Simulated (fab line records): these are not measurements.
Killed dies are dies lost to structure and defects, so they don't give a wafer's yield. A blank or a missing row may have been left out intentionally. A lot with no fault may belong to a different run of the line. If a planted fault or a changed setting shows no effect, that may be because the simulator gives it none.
Struck lot and sound lot, side by side + flow sky130 + 18 steps out of a route of 708
Sound: these wafers, L261.1, L261.2, L261.5. Struck: wafer L271.4 (left out: L271.1, L271.6 of the same lot, which were not struck); the cause appears at the end.
Per side, at each step with rows, come the tool, then ch with its chambers, and then its first start. Under that, the readings that differ: sound wafers + struck wafers + difference of the means + sigmas: that difference in standard deviations of wafers without a fault.
alike: same words and numbers on both sides, and readings whose means sit less than 2 such deviations apart. not compared: any withheld reading, any reading some wafer has no value for, any bound like >300 that may hide the same value, and any number with overlapping values for which the record gives no deviation.
The two part at a step that has a row with sigmas, a row that says differs or no value, or rows on one side only. Numbers that have no deviation but don't overlap get no sigmas and don't part them. Lack of a reading on every wafer of one side parts them only where that side has two or more wafers.

SKY_FIELD_ISO_THK_MEAS_02:
  sound on film metro-04 at day 1 20:55; struck on film metro-04 at day 3 19:41
  alike: FIELD_ISO_OXIDATION_00_THK
then, 1 step without rows for these wafers: SKY_FIELD_ISO_CVD_03 (deposits Si3N4 from DCS/NH3, target thk 165 nm, time 2830 s).
SKY_FIELD_ISO_THK_MEAS_04:
  sound on film metro-02 at day 1 22:46; struck on film metro-03 at day 3 21:32
  alike: FIELD_ISO_CVD_03_THK
then, 8 steps without rows for these wafers: SKY_FIELD_ISO_DEHYDRATE_05 (time 60 s); SKY_FIELD_ISO_HMDS_06 (prime time 60 s); SKY_FIELD_ISO_COAT_07 (resist thk 60 nm); SKY_FIELD_ISO_COAT_08 (resist thk 450 nm); SKY_FIELD_ISO_SOFTBAKE_09 (time 90 s); SKY_FIELD_ISO_EXPOSE_10 (exposes mask FOM, target cd 150 nm); SKY_FIELD_ISO_PEB_11; SKY_FIELD_ISO_DEVELOP_12 (develop time 60 s).
SKY_FIELD_ISO_CD_MEAS_13: the cd target is 150 nm.
  sound on cd sem-02 at day 2 12:31; struck on cd sem-01 at day 4 15:29
  alike: cd nm
SKY_FIELD_ISO_ETCH_14: etches BARC in N2/H2, stops on SiO2, time 45.9 s, target depth 60 nm.
  sound on rie diel-03 ch 0,1,3, day 2 12:38; struck on rie diel-04 ch 3, day 4 15:37
| reading                                          | sound             | struck | difference | sigmas |
|--------------------------------------------------|-------------------|--------|------------|--------|
| model.KrF-thick_of_FIELD_ISO_COAT_08.thk nm (nm) | 391.8 394.1 394.1 | 372    | -21        |        |
| model.FIELD_ISO.cd nm (nm)                       | 150.9 151.1 149.4 | 145.7  | -4.8       |        |
  alike: drypump motor current A, oes product au, throttle valve pct
  not compared: rf hours counter h
SKY_FIELD_ISO_ETCH_15: etches the open film in CHF3/O2, stops on Si, target depth 180 nm, time 72 s.
  sound on rie diel-03 ch 0,1,3, day 2 12:41; struck on rie diel-04 ch 3, day 4 15:39
| reading                                          | sound             | struck | difference | sigmas |
|--------------------------------------------------|-------------------|--------|------------|--------|
| model.KrF-thick_of_FIELD_ISO_COAT_08.thk nm (nm) | 237.6 239.1 238.6 | 213.9  | -24.5      |        |
  alike: drypump motor current A, oes product au, throttle valve pct
  not compared: rf hours counter h
SKY_FIELD_ISO_STRIP_16: strips in O2/N2.
  sound on plasma asher-01 ch 0,1, day 2 12:44; struck on plasma asher-03 ch 1, day 4 15:43
| reading                      | sound          | struck | difference | sigmas |
|------------------------------|----------------|--------|------------|--------|
| drypump motor current A (A)  | 5.6 5.1 5.6    | 6.8    | +1.4       | +2     |
| strip time to endpoint s (s) | 3.55 3.60 3.57 | 3.29   | -0.28      | -8     |
  alike: oes product au
  not compared: rf hours counter h
SKY_FIELD_ISO_ETCH_17: etches Si in HBr/Cl2/O2, target depth 342 nm, time 97.7 s.
  sound on rie si-01 ch 0,1, day 2 12:50; struck on rie si-01 ch 0, day 4 15:49
| reading                    | sound             | struck | difference | sigmas |
|----------------------------|-------------------|--------|------------|--------|
| model.FIELD_ISO.cd nm (nm) | 150.1 150.8 148.7 | 146.1  | -3.8       |        |
  alike: drypump motor current A, he backside leak sccm, oes product au, throttle valve pct
  not compared: rf hours counter h
then, 1 step without rows for these wafers: SKY_FIELD_ISO_WET_ETCH_18 (etches Si3N4 in H3PO4, target depth 25 nm, time 286 s).
-- here the record skips 45 days between the struck wafers' starts before and after, leaving off in module FIELD_ISO and picking up in module PAD_OPEN (first step shown: number 708 of the route) --
SKY_PAD_OPEN_PROBE_99:
  sound on prober-02 at day 47 00:12; struck on prober-02 at day 49 10:03
| reading                             | sound             | struck | difference | sigmas |
|-------------------------------------|-------------------|--------|------------|--------|
| killed short                        | 48 47 47          | 30     | -17        | -2     |
| model.etest.res ndiff.width nm (nm) | 157.4 158.5 155.9 | 152.8  | -4.5       |        |
| model.etest.res pdiff.width nm (nm) | 144.2 144.9 143.2 | 140.3  | -3.8       |        |
  alike: killed_at_M0_to_M3, killed_at_M4_up, killed at contacts, killed at front end, killed at other, killed dies, killed open

== WHERE THEY PART ==
First at SKY_FIELD_ISO_STRIP_16; last, within this record, at SKY_PAD_OPEN_PROBE_99.

WHY: what had been put in by the simulator
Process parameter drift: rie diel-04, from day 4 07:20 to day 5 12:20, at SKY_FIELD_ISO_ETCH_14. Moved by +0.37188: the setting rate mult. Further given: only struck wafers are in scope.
